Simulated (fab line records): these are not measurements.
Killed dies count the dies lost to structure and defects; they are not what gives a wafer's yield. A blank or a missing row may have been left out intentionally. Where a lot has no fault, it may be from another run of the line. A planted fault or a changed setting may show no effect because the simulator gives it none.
fab line records | flow sfq-line
record: lots: 15 | wafers: 44 | last-day: 92
route steps=325 shown L0V@16
lots that met no fault: taken from a fault-free run of the same line
start-h: hours from the record's first day to the start of the lot's first wafer shown | wait-h: how many hours have passed since the lot's step before this one | " identical to the entry in the row above | L1.1+2: a row that stands for several wafers | - no value, or no start was given | * or withheld: withheld | < > ~ a bound
route shown NAME@n: NAME is a module with steps in the file, n the number in the route of the first one | usual: mean and standard deviation over wafers with no fault | same: alike in all rows | chamber/n: place in a boat | sites: per-site readings | _std_site: how widely they spread, as a standard deviation | _edge_site: outer sites' mean less inner sites' | radius-mm: how far each site lies from the wafer's centre | mask NAME#n: copy n | behind: the most recent tool/chamber to have shaped the wafer | hold: the reason the lot was held/the length of the hold in hours/how it ended | device: transistor that didn't switch, given as n, p or np | end of line: the tests these same wafers got at the end of their route | step lacking rows: just its recipe | killed: at the first sort, the dies lost to defects and structure; wafer yield is something else | map: the dies of a wafer, with x for killed, . for not killed, _ for no die there
set.NAME: setting as actually run; set.NAME@STEP: the setting as run at that earlier step | model.NAME: the simulator's own value behind a step, which no gauge read
the route's steps for a sample of lots (tables are steps, rows are wafers)
services: the hour from which a tool's chamber was out of use, counted from the record's first day as start-h (under 0 if before that day), plus the number of hours and why
== steps ==
step: SFQ_TRILAYER_L0_CAP_PECVD_011
recipe: material: SiO2 | temp-c: 150 | time-s: 13.333 | pressure-torr: 2.4 | rf-w: 183.3 | precursor: SiH4/N2O | target-thk-nm: 60
usual: heater-power-w: 87/21 | throttle-valve-pct: 24.0/1.5
lot.wafer | tool     | chamber | start-h | wait-h | heater-power-w | throttle-valve-pct
L156.2    | pecvd-02 | 0       | 63.88   | 0.0    | 89             | 23.1
L156.5    | "        | 0       | "       | "      | 86             | 23.2
L156.6    | "        | 2       | "       | "      | 85             | 24.1
L158.1    | pecvd-02 | 1       | 68.69   | 0.0    | 121            | 26.0
L158.4    | "        | 1       | "       | "      | 121            | 26.0
L158.5    | "        | 2       | "       | "      | 96             | 23.8
L159.3    | pecvd-04 | 0       | 69.86   | 0.0    | 64             | 24.1
L159.4    | "        | 0       | "       | "      | 66             | 24.5
L159.6    | "        | 1       | "       | "      | 55             | 27.0
L160.4    | pecvd-01 | 1       | 72.27   | 0.0    | 122            | 22.5
L160.5    | "        | 2       | "       | "      | 89             | 22.9
L160.6    | "        | 0       | "       | "      | 84             | 22.4
L161.4    | pecvd-01 | 2       | 74.67   | 0.0    | 86             | 23.1
L161.5    | "        | 1       | "       | "      | 110            | 22.5
L161.6    | "        | 0       | "       | "      | 85             | 22.4
L162.1    | pecvd-04 | 0       | 75.99   | 0.0    | 68             | 24.1
L162.2    | "        | 1       | "       | "      | 53             | 26.8
L162.4    | "        | 2       | "       | "      | 90             | 23.8
L163.2    | pecvd-01 | 0       | 78.50   | 0.0    | 75             | 22.2
L163.3    | "        | 1       | "       | "      | 128            | 22.5
L163.6    | "        | 2       | "       | "      | 89             | 23.0
L164.2    | pecvd-04 | 2       | 83.81   | 0.0    | 91             | 23.8
L164.5    | "        | 0       | "       | "      | 64             | 24.4
L164.6    | "        | 2       | "       | "      | 92             | 24.1
L165.2    | pecvd-04 | 0       | 88.61   | 0.0    | 64             | 24.3
L165.3    | "        | 2       | "       | "      | 88             | 23.8
L165.6    | "        | 0       | "       | "      | 65             | 24.6
L166.1    | pecvd-04 | 0       | 93.41   | 0.0    | 71             | 24.4
L166.4    | "        | 0       | "       | "      | 57             | 24.3
L166.6    | "        | 2       | "       | "      | 92             | 23.7
L168.3    | pecvd-04 | 1       | 108.09  | 0.0    | 48             | 26.8
L168.6    | "        | 2       | "       | "      | 90             | 23.6
L174.1    | pecvd-02 | 2       | 138.19  | 0.0    | 95             | 24.3
L174.3    | "        | 0       | "       | "      | 95             | 23.5
L174.6    | "        | 0       | "       | "      | 96             | 23.7
L175.2    | pecvd-01 | 2       | 142.99  | 0.0    | 81             | 23.5
L175.5    | "        | 0       | "       | "      | 71             | 22.2
L175.6    | "        | 2       | "       | "      | 85             | 23.2
L176.1    | pecvd-01 | 0       | 146.83  | 0.0    | 80             | 22.5
L176.3    | "        | 1       | "       | "      | 115            | 22.5
L176.5    | "        | 2       | "       | "      | 96             | 23.4
L178.3    | pecvd-01 | 0       | 158.59  | 0.0    | 78             | 22.1
L178.4    | "        | 1       | "       | "      | 126            | 22.7
L178.5    | "        | 2       | "       | "      | 93             | 23.4
step: SFQ_TRILAYER_L0_VIA_ETCH_VIA_ETCH_016
recipe: target: SiO2 | stop-on: MoNx_KI | mask-material: PR | chemistry: CHF3 | target-depth-nm: 80 | source-w: 500 | bias-w: 80 | pressure-mtorr: 30 | time-s: withheld
usual: drypump-motor-current-A: 5.8/0.34 | oes-product-au: 0.843/0.007
lot.wafer | tool        | chamber | start-h | wait-h | drypump-motor-current-A | oes-product-au
L156.2    | rie-diel-02 | 0       | 93.81   | 0.0    | 5.6                     | 0.841
L156.5    | "           | 3       | "       | "      | 5.6                     | 0.837
L156.6    | "           | 0       | "       | "      | 5.6                     | 0.847
L158.1    | rie-diel-02 | 0       | 100.09  | 0.0    | 5.6                     | 0.841
L158.4    | "           | 1       | "       | "      | 5.6                     | 0.855
L158.5    | "           | 2       | "       | "      | 6.1                     | 0.834
L159.3    | rie-diel-03 | 3       | 104.89  | 0.0    | 5.6                     | 0.843
L159.4    | "           | 2       | "       | "      | 5.9                     | 0.843
L159.6    | "           | 0       | "       | "      | 5.3                     | 0.844
L160.4    | rie-diel-04 | 1       | 106.11  | 0.0    | 5.3                     | 0.841
L160.5    | "           | 0       | "       | "      | 5.9                     | 0.847
L160.6    | "           | 2       | "       | "      | 5.6                     | 0.855
L161.4    | rie-diel-03 | 2       | 109.79  | 0.0    | 5.9                     | 0.839
L161.5    | "           | 2       | "       | "      | 5.9                     | 0.854
L161.6    | "           | 3       | "       | "      | 5.6                     | 0.843
L162.1    | rie-diel-04 | 1       | 113.39  | 0.0    | 5.3                     | 0.842
L162.2    | "           | 2       | "       | "      | 5.6                     | 0.842
L162.4    | "           | 3       | "       | "      | 5.7                     | 0.846
L163.2    | rie-diel-02 | 0       | 115.79  | 0.0    | 5.6                     | 0.852
L163.3    | "           | 2       | "       | "      | 6.1                     | 0.841
L163.6    | "           | 2       | "       | "      | 6.0                     | 0.847
L164.2    | rie-diel-03 | 3       | 119.41  | 0.0    | 5.6                     | 0.846
L164.5    | "           | 3       | "       | "      | 5.6                     | 0.850
L164.6    | "           | 1       | "       | "      | 6.5                     | 0.840
L165.2    | rie-diel-03 | 3       | 125.41  | 0.0    | 5.6                     | 0.840
L165.3    | "           | 3       | "       | "      | 5.6                     | 1.010
L165.6    | "           | 1       | "       | "      | 6.5                     | 0.859
L166.1    | rie-diel-02 | 2       | 128.99  | 0.0    | 6.0                     | 0.837
L166.4    | "           | 1       | "       | "      | 5.6                     | 1.014
L166.6    | "           | 1       | "       | "      | 5.6                     | 0.855
L168.3    | rie-diel-02 | 0       | 143.39  | 0.0    | 5.6                     | 1.003
L168.6    | "           | 1       | "       | "      | 5.6                     | 0.843
L174.1    | rie-diel-04 | 0       | 174.56  | 0.0    | 5.9                     | 0.833
L174.3    | "           | 2       | "       | "      | 5.5                     | 0.838
L174.6    | "           | 2       | "       | "      | 5.5                     | 0.836
L175.2    | rie-diel-03 | 2       | 176.96  | 0.0    | 5.9                     | 0.837
L175.5    | "           | 3       | "       | "      | 5.6                     | 0.844
L175.6    | "           | 0       | "       | "      | 5.3                     | 0.844
L176.1    | rie-diel-02 | 3       | 180.56  | 0.0    | 5.6                     | 0.835
L176.3    | "           | 1       | "       | "      | 5.6                     | 0.826
L176.5    | "           | 1       | "       | "      | 5.5                     | 0.850
L178.3    | rie-diel-02 | 2       | 206.53  | 0.0    | 6.1                     | 0.842
L178.4    | "           | 3       | "       | "      | 5.6                     | 0.847
L178.5    | "           | 1       | "       | "      | 5.6                     | 0.839
== services ==
tool        | chamber | start-h | hours | kind
rie-diel-02 | 0       | 59.69   | 2.9   | repair
rie-diel-02 | 0       | 62.63   | -     | clean
rie-diel-02 | 0       | 62.63   | 16.1  | scheduled-down
rie-diel-02 | 0       | 62.63   | 16.1  | vent-cycle
pecvd-04    | -       | 86.10   | 1.1   | repair
pecvd-02    | 2       | 94.72   | 11.5  | repair
rie-diel-04 | 3       | 95.21   | 13.0  | repair
rie-diel-03 | 2       | 118.70  | -     | clean
rie-diel-03 | 2       | 118.70  | 13.7  | scheduled-down
rie-diel-03 | 2       | 118.70  | 13.7  | vent-cycle
rie-diel-03 | 0       | 118.95  | 10.3  | repair
rie-diel-02 | 1       | 120.78  | 6.7   | repair
rie-diel-02 | 3       | 171.54  | 5.0   | repair
rie-diel-02 | 1       | 186.74  | 7.9   | repair
== key ==
first-sign: step: SFQ_TRILAYER_L0_VIA_ETCH_VIA_ETCH_016 | reading: oes-product-au | direction: up | sigmas: 24 | usual: 0.843 | struck: 1.009
effect none on later readings
met-at SFQ_TRILAYER_L0_CAP_PECVD_011
struck-lots L165,L166,L168
struck-wafers L165.3,L166.4,L168.3
onset-between 83.81 88.61
fault: kind: process-parameter-drift | tool: pecvd-04 | chamber: - | onset-h: 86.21 | steps: SFQ_TRILAYER_L0_CAP_PECVD_011 | channel: target-thk-nm | offset: 29.689 | shape: step | end-h: 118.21 | scope: struck-wafers-only | acts-in: these-recipes-only | stated: 60
